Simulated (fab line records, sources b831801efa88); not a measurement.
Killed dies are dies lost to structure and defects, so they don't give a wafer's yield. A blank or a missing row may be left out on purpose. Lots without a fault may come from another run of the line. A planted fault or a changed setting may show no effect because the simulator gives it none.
fab line records | flow sky130
record lots=24 wafers=72 last_day=50
route steps=708 shown CONTACT@422 VIA1@459 METAL2@486 VIA2@509 CAPM@541
lots that met no fault: from a run of the same line without faults
start_h: hours from the record's first day to the start of the lot's first wafer shown | wait_h: hours since the lot's step before | " the same as in the row above | L1.1+2: a row that stands for several wafers | - no value, or no start given | * or withheld: withheld | < > ~ a bound
route shown NAME@n: a module of which the file shows steps, and the number in the route of the first | usual: mean/standard deviation of fault-free wafers | same: alike in all rows | chamber/n: place in a boat | sites: the reading at each site | _std_site: their standard deviation | _edge_site: outer sites' mean less inner sites' | radius_mm: how far each site lies from the wafer's centre | mask NAME#n: copy n | behind: the tool/chamber that last shaped the wafer | hold: why the lot was held/for how many hours/how that ended | device: the transistor (n, p or np) that didn't switch | end of line: the same wafers' tests at the end of the route | a step without rows: its recipe alone | killed: dies lost to structure and defects at the first sort, not the wafer's yield | map: a wafer's dies, x killed, . not, _ none there
set.NAME: the setting as run; set.NAME@STEP: as run at that earlier step | model.NAME: the simulator's own value behind a step, which no gauge read
steps of the route over a sample of lots; a table a step, a row a wafer
services: from which hour (start_h, from the record's first day; less than 0 if before it) a tool's chamber was out of use, for how many hours, and why
## steps
# step SKY_CONTACT_ETCH_16
# recipe chemistry=N2/H2 target=BARC ion_energy_ev=200 source_w=500 bias_w=100 pressure_mtorr=30 n2_flow_sccm=100 h2_flow_sccm=200 stop_on=SiO2 time_s=45.9 target_depth_a=600
# usual drypump_motor_current_A=5.9/0.39 oes_product_au=0.854/0.0047 rf_fwd_power_W=494.8/1.8 throttle_valve_pct=13.225/0.0088
# columns lot.wafer tool chamber start_h wait_h drypump_motor_current_A oes_product_au rf_fwd_power_W rf_hours_counter_h throttle_valve_pct
L074.2 rie_diel-02 0 733.05 0.0 5.8 0.852 494.5 6 13.234
L074.5 " 1 " " 6.1 0.854 496.7 - 13.229
L074.6 " 0 " " 5.8 0.851 493.5 - 13.213
L075.2 rie_diel-01 0 741.67 0.0 5.7 0.852 494.2 10 13.218
L075.3 " 1 " " 5.5 0.852 492.0 11 13.226
L075.6 " 3 " " 6.1 0.847 493.3 - 13.220
L076.1 rie_diel-02 1 773.52 0.0 6.1 0.856 494.9 14 13.226
L076.3 " 0 " " 5.8 0.857 495.3 7 13.237
L076.6 " 2 " " 5.5 0.856 494.0 - 13.217
L077.2 rie_diel-02 2 777.35 0.0 5.4 0.849 495.6 17 13.216
L077.4 " 3 " " 5.8 0.853 494.3 8 13.233
L077.5 " 3 " " 5.8 0.849 496.1 - 13.235
L079.1 rie_diel-01 1 778.29 0.0 5.5 0.850 495.5 13 13.216
L079.2 " 2 " " 5.9 0.852 495.9 23 13.227
L079.4 " 3 " " 6.1 0.854 494.0 - 13.230
L080.1 rie_diel-02 2 779.50 0.0 5.5 0.853 495.8 17 13.231
L080.2 " 3 " " 5.8 0.858 495.5 8 13.214
L080.5 " 1 " " 6.1 0.861 495.3 - 13.223
L078.1 rie_diel-01 2 780.32 0.0 5.9 0.852 494.5 23 13.221
L078.2 " 3 " " 6.1 0.853 492.3 33 13.216
L078.4 " 2 " " 5.9 0.855 495.4 - 13.232
L081.1 rie_diel-03 2 783.95 0.0 6.3 0.862 496.5 15 13.225
L081.3 " 3 " " 6.4 0.862 493.9 14 13.212
L081.4 " 1 " " 5.0 0.850 494.7 9 13.230
L082.1 rie_diel-03 2 795.55 0.0 6.3 0.857 497.3 16 13.213
L082.5 " 3 " " 6.4 0.847 492.8 - 13.224
L082.6 " 2 " " 6.3 0.861 497.1 - 13.239
L083.2 rie_diel-02 3 805.26 0.0 5.8 0.853 494.9 8 13.227
L083.5 " 3 " " 5.8 0.853 493.5 - 13.224
L083.6 " 2 " " 5.4 0.855 493.9 - 13.224
L085.4 rie_diel-01 3 817.76 0.0 6.1 0.849 492.1 34 13.229
L085.5 " 1 " " 5.4 0.857 489.3 - 13.213
L085.6 " 0 " " 5.7 0.853 494.9 - 13.224
L084.1 rie_diel-02 3 818.49 0.0 5.8 0.850 497.5 9 13.225
L084.4 " 2 " " 5.4 0.865 498.2 18 13.222
L084.5 " 0 " " 5.8 0.860 493.4 - 13.235
L086.1 rie_diel-03 3 830.42 0.0 6.4 0.858 496.9 15 13.244
L086.3 " 0 " " 6.4 0.852 494.5 17 13.214
L086.4 " 1 " " 5.0 0.849 495.1 11 13.237
L089.2 rie_diel-03 0 861.22 0.0 6.4 0.859 495.6 17 13.213
L089.3 " 2 " " 6.3 0.858 494.6 18 13.231
L089.4 " 3 " " 6.4 0.849 497.3 16 13.224
L087.1 rie_diel-01 0 862.37 0.0 5.7 0.861 495.1 13 13.206
L087.3 " 2 " " 5.9 0.845 493.7 26 13.222
L087.4 " 1 " " 5.5 0.854 494.4 15 13.231
L088.3 rie_diel-02 2 862.65 0.0 5.5 0.859 496.4 19 13.229
L088.4 " 0 " " 5.8 0.853 494.3 10 13.224
L088.5 " 3 " " 5.8 0.853 498.5 - 13.235
L090.2 rie_diel-03 0 865.50 0.0 6.4 0.851 493.5 17 13.233
L090.3 " 3 " " 6.4 0.847 493.9 16 13.221
L090.4 " 1 " " 5.0 0.852 496.5 12 13.208
L091.4 rie_diel-01 1 868.50 0.0 5.5 0.844 495.0 15 13.222
L091.5 " 2 " " 5.9 0.853 493.2 - 13.227
L091.6 " 1 " " 5.5 0.856 496.4 - 13.242
L092.3 rie_diel-01 1 871.70 0.0 5.5 0.866 494.8 15 13.232
L092.4 " 2 " " 5.9 0.864 494.3 26 13.233
L092.6 " 2 " " 5.9 0.854 493.3 - 13.227
L093.3 rie_diel-03 1 875.02 0.0 5.1 0.852 499.0 12 13.225
L093.4 " 3 " " 6.4 0.862 492.8 17 13.229
L093.5 " 0 " " 6.4 0.853 495.0 - 13.229
L094.2 rie_diel-03 3 885.16 0.0 6.4 0.860 491.7 17 13.236
L094.3 " 2 " " 6.3 0.854 496.6 19 13.222
L094.6 " 1 " " 5.1 0.852 495.4 - 13.213
L095.2 rie_diel-02 2 893.91 0.0 5.5 0.855 494.6 21 13.230
L095.3 " 0 " " 5.8 0.859 496.2 11 13.222
L095.6 " 0 " " 5.8 0.847 492.1 - 13.238
L096.4 rie_diel-01 2 897.55 0.0 5.9 0.859 495.1 27 13.220
L096.5 " 1 " " 5.4 0.856 497.2 - 13.239
L096.6 " 0 " " 5.7 0.851 493.5 - 13.247
L097.1 rie_diel-03 3 903.75 0.0 6.4 0.862 495.7 18 13.219
L097.3 " 2 " " 6.3 0.862 495.5 20 13.220
L097.4 " 1 " " 5.1 0.854 496.8 13 13.219
# step SKY_CONTACT_CVD_24
# recipe material=W target_thk_nm=340 time_s=102.12 temp_c=400 pressure_torr=40
# usual heater_power_w=873/29 susceptor_temp_C=400.01/0.23
# columns lot.wafer tool chamber start_h wait_h heater_power_w susceptor_temp_C
L074.2 cvd_w-01 1 733.91 0.0 835 400.09
L074.5 " 0 " " 903 400.01
L074.6 " 1 " " 841 399.56
L075.2 cvd_w-02 0 742.46 0.0 879 399.98
L075.3 " 1 " " 858 400.02
L075.6 " 1 " " 859 399.94
L076.1 cvd_w-01 1 774.31 0.0 822 399.66
L076.3 " 0 " " 896 400.14
L076.6 " 0 " " 910 399.72
L077.2 cvd_w-01 1 778.47 0.0 836 399.53
L077.4 " 1 " " 851 399.76
L077.5 " 0 " " 907 399.73
L079.1 cvd_w-02 0 779.13 0.0 894 400.31
L079.2 " 1 " " 848 400.19
L079.4 " 0 " " 889 400.16
L080.1 cvd_w-01 1 780.37 0.0 810 400.41
L080.2 " 0 " " 880 399.90
L080.5 " 0 " " 878 399.80
L078.1 cvd_w-02 1 781.17 0.0 874 399.67
L078.2 " 0 " " 886 399.96
L078.4 " 1 " " 886 399.79
L081.1 cvd_w-02 0 784.79 0.0 875 399.85
L081.3 " 0 " " 894 399.93
L081.4 " 1 " " 869 400.16
L082.1 cvd_w-01 0 796.33 0.0 902 399.86
L082.5 " 0 " " 871 400.07
L082.6 " 1 " " 832 399.90
L083.2 cvd_w-02 0 806.39 0.0 906 400.19
L083.5 " 0 " " 878 400.08
L083.6 " 1 " " 853 400.29
L085.4 cvd_w-02 1 818.58 0.1 865 400.04
L085.5 " 1 " " 867 399.72
L085.6 " 0 " " 896 399.87
L084.1 cvd_w-01 0 819.43 0.0 905 399.74
L084.4 " 0 " " 903 399.58
L084.5 " 1 " " 800 399.95
L086.1 cvd_w-01 1 831.21 0.0 846 400.12
L086.3 " 1 " " 846 400.37
L086.4 " 0 " " 914 399.77
L089.2 cvd_w-02 0 862.01 0.0 894 400.10
L089.3 " 0 " " 878 399.90
L089.4 " 1 " " 885 400.05
L087.1 cvd_w-01 1 863.16 0.0 833 400.20
L087.3 " 1 " " 852 400.28
L087.4 " 0 " " 895 399.81
L088.3 cvd_w-02 1 863.47 0.1 841 399.91
L088.4 " 0 " " 889 399.69
L088.5 " 1 " " 842 399.79
L090.2 cvd_w-01 1 866.28 0.0 818 400.17
L090.3 " 1 " " 834 400.04
L090.4 " 0 " " 919 399.93
L091.4 cvd_w-02 0 869.39 0.1 862 400.11
L091.5 " 0 " " 871 400.08
L091.6 " 1 " " 866 400.12
L092.3 cvd_w-02 1 873.22 0.1 872 400.11
L092.4 " 0 " " 894 400.05
L092.6 " 0 " " 910 400.22
L093.3 cvd_w-02 1 875.96 0.1 863 399.99
L093.4 " 0 " " 877 399.88
L093.5 " 1 " " 867 400.18
L094.2 cvd_w-01 0 886.07 0.0 911 400.35
L094.3 " 1 " " 847 400.28
L094.6 " 0 " " 900 400.17
L095.2 cvd_w-02 0 894.70 0.0 887 399.89
L095.3 " 0 " " 892 400.09
L095.6 " 0 " " 879 399.93
L096.4 cvd_w-02 0 898.38 0.1 877 399.92
L096.5 " 0 " " 899 400.32
L096.6 " 1 " " 885 399.57
L097.1 cvd_w-02 0 904.56 0.0 888 399.96
L097.3 " 0 " " 880 400.42
L097.4 " 1 " " 870 399.81
# step SKY_VIA1_THK_MEAS_01
# recipe reads=SiO2_of_VIA1_HDPCVD_00
# usual VIA1_HDPCVD_THK=1034/9.4
# columns lot.wafer tool chamber start_h wait_h VIA1_HDPCVD_THK[nm]
L074.2 film_metro-03 - 763.33 0.1 1052
L074.5 " - " " 1057
L074.6 " - " " 1049
L075.2 film_metro-01 - 771.00 0.1 1023
L075.3 " - " " 1026
L075.6 " - " " 1024
L076.1 film_metro-02 - 803.21 0.1 1035
L076.3 " - " " 1025
L076.6 " - " " 1039
L077.2 film_metro-02 - 806.59 0.1 1030
L077.4 " - " " 1029
L077.5 " - " " 1028
L079.1 film_metro-02 - 809.09 0.1 1038
L079.2 " - " " 1033
L079.4 " - " " 1026
L078.1 film_metro-03 - 810.02 0.1 1015
L078.2 " - " " 1021
L078.4 " - " " 1025
L080.1 film_metro-01 - 810.16 0.1 1008
L080.2 " - " " 1027
L080.5 " - " " 1023
L081.1 film_metro-03 - 814.26 0.1 1028
L081.3 " - " " 1026
L081.4 " - " " 1028
L082.1 film_metro-01 - 825.91 0.1 1038
L082.5 " - " " 1023
L082.6 " - " " 1041
L083.2 film_metro-03 - 834.97 0.1 1028
L083.5 " - " " 1027
L083.6 " - " " 1034
L085.4 film_metro-01 - 846.98 0.1 1023
L085.5 " - " " 1023
L085.6 " - " " 1022
L084.1 film_metro-02 - 847.76 0.1 1048
L084.4 " - " " 1040
L084.5 " - " " 1034
L086.1 film_metro-03 - 859.21 0.1 1023
L086.3 " - " " 1038
L086.4 " - " " 1035
L089.2 film_metro-02 - 890.01 0.1 1037
L089.3 " - " " 1031
L089.4 " - " " 1048
L087.1 film_metro-02 - 891.12 0.1 1052
L087.3 " - " " 1052
L087.4 " - " " 1035
L088.3 film_metro-02 - 891.60 0.1 1050
L088.4 " - " " 1040
L088.5 " - " " 1039
L090.2 film_metro-01 - 894.10 0.1 1041
L090.3 " - " " 1037
L090.4 " - " " 1039
L091.4 film_metro-01 - 897.09 0.0 1032
L091.5 " - " " 1033
L091.6 " - " " 1038
L092.3 film_metro-03 - 900.52 0.1 1031
L092.4 " - " " 1028
L092.6 " - " " 1030
L093.3 film_metro-02 - 902.95 0.1 1039
L093.4 " - " " 1038
L093.5 " - " " 1041
L094.2 film_metro-02 - 912.86 0.1 1038
L094.3 " - " " 1033
L094.6 " - " " 1040
L095.2 film_metro-01 - 921.42 0.1 1056
L095.3 " - " " 1041
L095.6 " - " " 1040
L096.4 film_metro-03 - 924.84 0.0 1050
L096.5 " - " " 1029
L096.6 " - " " 1040
L097.1 film_metro-01 - 929.28 0.1 1027
L097.3 " - " " 1022
L097.4 " - " " 1037
# step SKY_METAL2_SPUTTER_03
# recipe material=Ti target_thk_nm=5 power_w=3000 time_s=3.3 chamber_pressure_pa=0.4
# usual throttle_valve_pct=30.2/0.97
# columns lot.wafer tool chamber start_h wait_h throttle_valve_pct
L074.2 pvd_sputter-04 - 792.14 0.0 29.4
L074.5 " - " " 29.6
L074.6 " - " " 29.2
L075.2 pvd_sputter-02 - 799.43 0.0 30.6
L075.3 " - " " 32.0
L075.6 " - " " 30.9
L076.1 pvd_sputter-04 - 832.07 0.0 29.2
L076.3 " - " " 29.4
L076.6 " - " " 29.1
L077.2 pvd_sputter-01 - 834.84 0.0 31.3
L077.4 " - " " 28.5
L077.5 " - " " 29.9
L079.1 pvd_sputter-02 - 837.03 0.0 30.5
L079.2 " - " " 31.0
L079.4 " - " " 31.8
L078.1 pvd_sputter-01 - 837.42 0.0 28.9
L078.2 " - " " 29.9
L078.4 " - " " 31.1
L080.1 pvd_sputter-02 - 838.73 0.0 29.4
L080.2 " - " " 31.1
L080.5 " - " " 31.8
L081.1 pvd_sputter-01 - 843.33 0.0 28.9
L081.3 " - " " 31.3
L081.4 " - " " 29.1
L082.1 pvd_sputter-01 - 858.15 0.0 30.0
L082.5 " - " " 29.2
L082.6 " - " " 31.2
L083.2 pvd_sputter-02 - 862.60 0.0 31.2
L083.5 " - " " 30.6
L083.6 " - " " 31.4
L085.4 pvd_sputter-04 - 874.19 0.0 30.0
L085.5 " - " " 30.1
L085.6 " - " " 29.8
L084.1 pvd_sputter-02 - 875.45 0.0 30.4
L084.4 " - " " 31.7
L084.5 " - " " 29.4
L086.1 pvd_sputter-01 - 887.94 0.0 31.3
L086.3 " - " " 30.0
L086.4 " - " " 28.8
L089.2 pvd_sputter-02 - 919.05 0.0 29.6
L089.3 " - " " 31.8
L089.4 " - " " 29.6
L087.1 pvd_sputter-04 - 919.65 0.0 28.9
L087.3 " - " " 30.0
L087.4 " - " " 29.5
L088.3 pvd_sputter-02 - 919.95 0.0 29.5
L088.4 " - " " 31.7
L088.5 " - " " 31.4
L090.2 pvd_sputter-02 - 921.26 0.0 29.6
L090.3 " - " " 31.2
L090.4 " - " " 29.4
L091.4 pvd_sputter-02 - 923.28 0.0 31.1
L091.5 " - " " 29.5
L091.6 " - " " 31.8
L092.3 pvd_sputter-02 - 926.32 0.0 30.5
L092.4 " - " " 31.4
L092.6 " - " " 30.7
L093.3 pvd_sputter-04 - 927.90 0.0 29.0
L093.4 " - " " 29.8
L093.5 " - " " 28.9
L094.2 pvd_sputter-01 - 943.23 0.0 28.9
L094.3 " - " " 29.2
L094.6 " - " " 31.0
L095.2 pvd_sputter-04 - 947.98 0.0 29.3
L095.3 " - " " 30.0
L095.6 " - " " 30.3
L096.4 pvd_sputter-01 - 951.74 0.0 29.0
L096.5 " - " " 29.1
L096.6 " - " " 30.0
L097.1 pvd_sputter-04 - 954.93 0.0 30.2
L097.3 " - " " 29.7
L097.4 " - " " 29.6
# step SKY_VIA2_CMP_02
# recipe material=SiO2 down_force_psi=4 platen_rpm=60 pad_velocity_m_s=0.94248
# usual motor_current_A=11.7/1.5 retaining_ring_pressure_frac=0.999/0.0049 slurry_filter_dp_kPa=13.50/0.15
# columns lot.wafer tool chamber start_h wait_h motor_current_A retaining_ring_pressure_frac slurry_filter_dp_kPa
L074.2 cmp-02 2 820.80 0.2 12.4 0.994 13.39
L074.6 " 3 " " 11.4 0.999 13.70
L074.5 " 0 " " 11.9 0.998 13.62
L075.2 cmp-02 2 828.32 0.1 12.7 0.996 13.39
L075.3 " 3 " " 10.9 1.001 13.34
L075.6 " 1 " " 9.4 0.997 13.49
L076.3 cmp-02 1 859.92 0.7 9.1 0.997 13.57
L076.1 " 3 " " 11.2 0.992 13.74
L076.6 " 0 " " 12.1 1.000 13.69
L077.2 cmp-02 3 861.37 0.1 11.0 1.004 13.72
L077.4 " 0 " " 12.5 1.007 13.50
L077.5 " 3 " " 10.9 0.998 13.44
L079.4 cmp-02 3 864.13 0.0 11.1 0.998 13.74
L079.2 " 0 " " 11.9 0.997 13.41
L079.1 " 1 " " 9.0 1.003 13.60
L078.1 cmp-02 2 864.82 0.1 12.5 0.991 13.39
L078.4 " 3 " " 10.9 0.994 13.38
L078.2 " 0 " " 12.5 1.004 13.52
L080.2 cmp-02 3 865.22 0.1 10.5 1.002 13.36
L080.1 " 0 " " 12.5 1.000 13.47
L080.5 " 2 " " 12.6 1.004 13.46
L081.4 cmp-02 3 870.80 0.1 11.0 0.995 13.43
L081.3 " 0 " " 11.8 1.006 13.68
L081.1 " 2 " " 11.9 1.000 13.64
L082.1 cmp-01 0 885.45 0.1 14.3 1.004 13.47
L082.5 " 0 " " 13.5 0.998 13.75
L082.6 " 1 " " 12.6 0.998 13.45
L083.2 cmp-01 3 889.79 0.0 12.4 0.999 13.55
L083.6 " 3 " " 12.8 0.998 13.52
L083.5 " 0 " " 13.7 1.006 13.48
L085.4 cmp-01 0 901.01 0.1 14.0 0.995 13.31
L085.6 " 3 " " 12.6 0.998 13.71
L085.5 " 0 " " 13.8 0.995 13.54
L084.1 cmp-01 0 902.02 0.1 14.3 1.002 13.56
L084.4 " 3 " " 12.5 1.002 13.57
L084.5 " 1 " " 12.8 0.998 13.23
L086.3 cmp-01 1 917.78 3.4 12.5 1.012 13.27
L086.1 " 2 " " 12.9 0.997 13.61
L086.4 " 3 " " 12.4 0.997 13.33
L089.3 cmp-02 2 944.59 0.1 12.2 1.007 13.74
L089.4 " 3 " " 11.4 0.987 13.23
L089.2 " 0 " " 11.9 1.004 13.57
L087.1 cmp-02 3 945.59 0.1 10.6 0.995 13.82
L087.4 " 1 " " 9.1 0.998 13.66
L087.3 " 2 " " 12.4 1.006 13.44
L088.4 cmp-01 2 945.93 0.1 12.7 1.003 13.29
L088.3 " 0 " " 14.3 0.997 13.45
L088.5 " 2 " " 13.5 0.995 13.31
L090.2 cmp-01 2 947.58 0.1 13.6 0.994 13.66
L090.3 " 3 " " 12.1 0.989 13.28
L090.4 " 0 " " 15.3 1.002 13.46
L091.4 cmp-02 1 948.97 0.0 8.7 0.995 13.36
L091.6 " 1 " " 9.2 0.990 13.27
L091.5 " 2 " " 12.1 1.007 13.61
L092.4 cmp-02 3 951.77 0.4 10.6 1.003 13.64
L092.3 " 0 " " 12.4 0.990 13.52
L092.6 " 2 " " 12.3 0.993 13.41
L093.3 cmp-02 3 953.74 0.0 10.9 1.003 13.69
L093.4 " 0 " " 11.9 1.001 13.77
L093.5 " 3 " " 11.2 1.005 13.48
L094.3 cmp-02 0 968.44 0.1 12.1 0.991 13.48
L094.2 " 1 " " 9.0 0.989 13.46
L094.6 " 3 " " 10.9 0.998 13.12
L095.3 cmp-02 0 974.08 0.1 11.7 0.998 13.80
L095.2 " 1 " " 8.9 1.003 13.52
L095.6 " 0 " " 12.2 0.998 13.70
L096.4 cmp-01 0 977.59 0.1 13.6 0.994 13.56
L096.5 " 2 " " 13.6 0.998 13.48
L096.6 " 3 " " 12.4 0.997 13.30
L097.1 cmp-02 2 980.69 0.2 12.0 1.003 13.14
L097.4 " 3 " " 10.9 0.997 13.50
L097.3 " 0 " " 12.2 0.997 13.48
# step SKY_CAPM_THK_MEAS_04
# recipe thk_meas_gauge=xrf reads=TiN_of_CAPM_SPUTTER_02
# usual CAPM_TIN_THK=200.3/2
# columns lot.wafer tool chamber start_h wait_h CAPM_TIN_THK[nm]
L074.2 film_metro-03 - 849.08 0.1 196.7
L074.5 " - " " 195.3
L074.6 " - " " 195.3
L075.2 film_metro-01 - 859.46 0.1 200.1
L075.3 " - " " 200.6
L075.6 " - " " 199.3
L076.1 film_metro-03 - 887.75 0.1 199.9
L076.3 " - " " 202.1
L076.6 " - " " 202.4
L077.2 film_metro-01 - 889.88 0.1 203.3
L077.4 " - " " 200.5
L077.5 " - " " 200.4
L079.1 film_metro-04 - 892.88 0.1 201.7
L079.2 " - " " 199.2
L079.4 " - " " 201.6
L078.1 film_metro-04 - 893.53 0.1 196.9
L078.2 " - " " 199.6
L078.4 " - " " 201.2
L080.1 film_metro-04 - 893.94 0.1 201.6
L080.2 " - " " 198.3
L080.5 " - " " 200.8
L081.1 film_metro-03 - 898.44 0.1 200.4
L081.3 " - " " 198.1
L081.4 " - " " 200.3
L082.1 film_metro-01 - 917.35 0.1 202.9
L082.5 " - " " 202.5
L082.6 " - " " 201.3
L083.2 film_metro-04 - 919.16 0.1 204.1
L083.5 " - " " 203.0
L083.6 " - " " 200.1
L085.4 film_metro-04 - 927.04 0.1 202.5
L085.5 " - " " 203.2
L085.6 " - " " 202.2
L084.1 film_metro-03 - 927.43 0.1 197.7
L084.4 " - " " 198.4
L084.5 " - " " 198.5
L086.1 film_metro-04 - 943.74 0.1 198.9
L086.3 " - " " 199.1
L086.4 " - " " 200.0
L089.2 film_metro-03 - 971.42 0.1 198.8
L089.3 " - " " 202.2
L089.4 " - " " 201.0
L087.1 film_metro-01 - 972.83 0.1 202.5
L087.3 " - " " 203.3
L087.4 " - " " 201.1
L088.3 film_metro-03 - 973.01 0.1 200.1
L088.4 " - " " 200.2
L088.5 " - " " 201.1
L090.2 film_metro-03 - 974.51 0.1 202.0
L090.3 " - " " 199.1
L090.4 " - " " 199.6
L091.4 film_metro-03 - 976.27 0.1 198.8
L091.5 " - " " 197.3
L091.6 " - " " 197.4
L092.3 film_metro-03 - 979.03 0.1 198.5
L092.4 " - " " 200.1
L092.6 " - " " 199.6
L093.3 film_metro-01 - 980.47 0.1 202.3
L093.4 " - " " 200.5
L093.5 " - " " 201.4
L094.2 film_metro-01 - 993.89 0.1 201.9
L094.3 " - " " 203.9
L094.6 " - " " 201.7
L095.2 film_metro-04 - 998.70 0.1 201.9
L095.3 " - " " 200.5
L095.6 " - " " 200.8
L096.4 film_metro-01 - 1003.22 0.1 199.4
L096.5 " - " " 198.5
L096.6 " - " " 198.8
L097.1 film_metro-01 - 1005.38 0.1 200.7
L097.3 " - " " 199.9
L097.4 " - " " 200.7
## services
# columns tool chamber start_h hours kind
rie_diel-01 2 718.29 31.3 repair
pvd_sputter-02 - 720.74 1.2 repair
rie_diel-02 - 721.08 2.8 pm
cmp-02 - 725.42 5.1 repair
cmp-02 - 734.24 1.9 repair
cmp-02 - 741.98 1.1 repair
cmp-02 - 744.04 4.0 pm
cmp-01 - 756.99 2.0 repair
cmp-02 - 758.24 1.5 repair
rie_diel-02 3 769.98 4.3 repair
rie_diel-03 1 775.30 7.5 repair
pvd_sputter-02 - 781.98 1.3 repair
cmp-02 - 804.84 2.1 repair
cmp-02 - 822.81 1.1 repair
cmp-02 - 841.62 5.5 pm
cmp-02 - 852.76 5.0 pm
cvd_w-01 - 904.00 14.0 pm
pvd_sputter-02 - 905.93 6.7 repair
pvd_sputter-02 - 907.84 5.2 repair
cmp-02 - 908.84 17.1 pm
pvd_sputter-02 - 914.69 4.2 repair
cvd_w-02 - 951.08 2.8 pm
cvd_w-01 - 973.44 0.3 repair
pvd_sputter-02 - 980.54 13.6 repair
## key
fault none
